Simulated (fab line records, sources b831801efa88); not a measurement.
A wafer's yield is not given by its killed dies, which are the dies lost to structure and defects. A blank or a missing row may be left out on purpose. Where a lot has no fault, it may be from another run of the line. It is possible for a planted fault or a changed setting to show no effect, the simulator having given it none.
Shared-tool check | flow sky130 | 39 wafers sampled across 13 lots

## REASON FOR OPENING
On 1 of the 13 lots, a flag is raised at SKY_SD_P_CD_MEAS_07 on the reading cd-nm. No-fault wafers: 379.3 nm, standard deviation 2.5.
Rule: a lot is flagged in two cases, either no wafer of it has a number, or all its wafers with numbers fall more than 4 standard deviations from that mean. The rest of the lots are taken to be sound.

lot  | measured     | on        | cd-nm (nm), wafer by wafer | flag
L584 | day 26 03:50 | cd-sem-02 | 379.1 375.9 375.4          |
L585 | day 26 18:19 | cd-sem-01 | 376.4 375.3 374.1          |
L586 | day 26 20:58 | cd-sem-01 | 383.0 382.6 380.9          |
L588 | day 27 12:11 | cd-sem-01 | 380.9 380.2 381.3          |
L589 | day 27 21:59 | cd-sem-01 | 380.0 380.2 379.4          |
L591 | day 28 11:32 | cd-sem-02 | 382.9 383.1 382.0          |
L594 | day 29 11:25 | cd-sem-02 | 374.6 376.6 374.3          |
L595 | day 29 18:07 | cd-sem-02 | 377.1 377.0 378.8          |
L596 | day 30 00:52 | cd-sem-02 | 377.0 377.4 379.5          |
L597 | day 30 16:11 | cd-sem-02 | 303.8 304.8 303.3          | FLAGGED
L602 | day 31 17:16 | cd-sem-02 | 378.1 380.6 379.3          |
L604 | day 32 20:10 | cd-sem-01 | 378.4 376.9 377.4          |
L606 | day 33 16:37 | cd-sem-02 | 380.6 382.7 381.1          |
The mean of the flagged lots' numbers is 304.0 nm, -75.3 nm from the usual (-30 standard deviations).

## TOOL THAT RAN EACH LOT
2 process steps preceding the reading are held in the record, out of 708 steps in the route. In each cell: the tool, then ch and the chambers that the sampled wafers went through, then the start.
lot  | flag    | SKY_LDD_LDN_STRIP_12                 | SKY_SD_P_EXPOSE_04
L584 |         | plasma-asher-02 ch 0,1, day 23 15:47 | iline-stepper-02 ch 0, day 25 13:14
L585 |         | plasma-asher-02 ch 0,1, day 24 05:16 | iline-stepper-02 ch 0, day 26 03:53
L586 |         | plasma-asher-02 ch 0,1, day 24 07:06 | iline-stepper-01 ch 0, day 26 06:47
L588 |         | plasma-asher-04 ch 0,1, day 24 22:27 | iline-stepper-01 ch 0, day 26 21:35
L589 |         | plasma-asher-04 ch 0,1, day 25 09:28 | iline-stepper-01 ch 0, day 27 07:45
L591 |         | plasma-asher-02 ch 0,1, day 25 23:12 | iline-stepper-02 ch 0, day 27 21:49
L594 |         | plasma-asher-04 ch 0,1, day 27 00:24 | iline-stepper-01 ch 0, day 28 21:37
L595 |         | plasma-asher-01 ch 0,1, day 27 06:33 | iline-stepper-02 ch 0, day 29 05:02
L596 |         | plasma-asher-02 ch 0,1, day 27 12:14 | iline-stepper-01 ch 0, day 29 10:41
L597 | FLAGGED | plasma-asher-04 ch 0,1, day 28 05:19 | iline-stepper-02 ch 0, day 30 02:52
L602 |         | plasma-asher-02 ch 0,1, day 29 08:36 | iline-stepper-02 ch 0, day 31 04:28
L604 |         | plasma-asher-01 ch 0,1, day 30 12:06 | iline-stepper-02 ch 0, day 32 07:12
L606 |         | plasma-asher-04 ch 0,1, day 31 07:05 | iline-stepper-01 ch 0, day 33 02:49
What these steps do:
- SKY_LDD_LDN_STRIP_12: strips in O2/N2.
- SKY_SD_P_EXPOSE_04: exposes mask PSDM, target cd 380 nm.
- SKY_SD_P_CD_MEAS_07: target cd 380 nm.

## FLAGGED AGAINST TOTAL, ONE TOOL AT A TIME (gauges that did the reading follow at the end)
step                 | tool             | lots run | flagged | share of the flagged lots | sound lots run after its first flagged lot
SKY_LDD_LDN_STRIP_12 | plasma-asher-01  | 2        | 0       | none                      | -
SKY_LDD_LDN_STRIP_12 | plasma-asher-02  | 6        | 0       | none                      | -
SKY_LDD_LDN_STRIP_12 | plasma-asher-04  | 5        | 1       | all                       | 1 (L606)
SKY_SD_P_EXPOSE_04   | iline-stepper-01 | 6        | 0       | none                      | -
SKY_SD_P_EXPOSE_04   | iline-stepper-02 | 7        | 1       | all                       | 2 (L602,L604)
SKY_SD_P_CD_MEAS_07  | cd-sem-01        | 5        | 0       | none                      | -
SKY_SD_P_CD_MEAS_07  | cd-sem-02        | 8        | 1       | all                       | 2 (L602,L606)

## WHAT THE TABLE PERMITS
Rows of the table that ran every flagged lot, 3 in all: plasma-asher-04 at SKY_LDD_LDN_STRIP_12, iline-stepper-02 at SKY_SD_P_EXPOSE_04, cd-sem-02 at SKY_SD_P_CD_MEAS_07.
- plasma-asher-04 at SKY_LDD_LDN_STRIP_12 ran 5 lots, 1 of them flagged. Sound lots ran on it after the first flagged one (L606), which a lasting fault on the whole tool wouldn't allow.
- iline-stepper-02 at SKY_SD_P_EXPOSE_04 ran 7 lots, 1 of them flagged. Sound lots ran on it after the first flagged one (L602, L604), which a lasting fault on the whole tool wouldn't allow.
- cd-sem-02 at SKY_SD_P_CD_MEAS_07 ran 8 lots, 1 of them flagged. Sound lots ran on it after the first flagged one (L602, L606), which a lasting fault on the whole tool wouldn't allow.
There is no row in the table that ran each flagged lot and no sound lot after the first.

## WHAT THE SIMULATOR HAD PUT IN
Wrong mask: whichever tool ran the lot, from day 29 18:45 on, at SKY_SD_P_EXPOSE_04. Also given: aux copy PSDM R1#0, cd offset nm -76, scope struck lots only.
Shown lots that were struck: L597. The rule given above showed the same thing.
